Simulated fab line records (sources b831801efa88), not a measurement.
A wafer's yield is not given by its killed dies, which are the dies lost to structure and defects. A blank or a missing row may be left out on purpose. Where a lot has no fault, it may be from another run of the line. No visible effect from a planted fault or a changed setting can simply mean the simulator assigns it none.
The tool behind it: which one? | flow gf180mcu | 12 lots (36 wafers sampled), 1 step of a 602-step route

WHAT THE GAUGES READ, wafer by wafer
GF_CONTACT_CD_MEAS_14: the cd target is 220 nm.
lot  | measured     | on       | cdNm (nm)
L075 | day 16 12:25 | cdSem-02 | 218.8 217.9 217.5
L078 | day 17 11:52 | cdSem-01 | 220.9 219.9 220.5
L079 | day 17 16:56 | cdSem-02 | 219.6 219.7 219.7
L081 | day 18 14:19 | cdSem-02 | 220.4 220.5 220.9
L083 | day 19 10:31 | cdSem-02 | 221.2 219.8 220.7
L085 | day 20 09:11 | cdSem-02 | 219.5 218.9 218.7
L087 | day 21 09:22 | cdSem-01 | 220.6 220.4 220.5
L089 | day 21 16:52 | cdSem-02 | 220.4 219.0 219.3
L091 | day 22 08:42 | cdSem-02 | 218.5 219.9 219.5
L093 | day 22 21:01 | cdSem-02 | 223.4 222.4 222.5
L095 | day 23 16:25 | cdSem-02 | 219.1 217.5 218.6
L097 | day 24 10:29 | cdSem-01 | 220.7 220.6 220.8

WHAT TOOL EACH LOT RAN ON (gives the tool, then ch and the chambers of the sampled wafers, and finally the start)
Before these readings, the record contains no process step.

THE ANSWER, worked out from the rows above alone
Rule: the lots themselves supply what counts as usual. Put in order of their means at a reading, lots are off if they are a third of the lots or fewer, leave a main group of 4 or more, and stand apart from it by a gap of 3 or more times the standard deviation of the main group's means; of several such gaps the widest counts. A main group is skipped when, at the precision printed for the reading in the tables above, its means are all equal. A lot without any number at a reading at which 4 lots or more have one is off too. All remaining lots with rows at the step are treated as sound.
No lot is off at any reading shown: from this, nothing can be told.

WHAT THE SIMULATOR PUT IN
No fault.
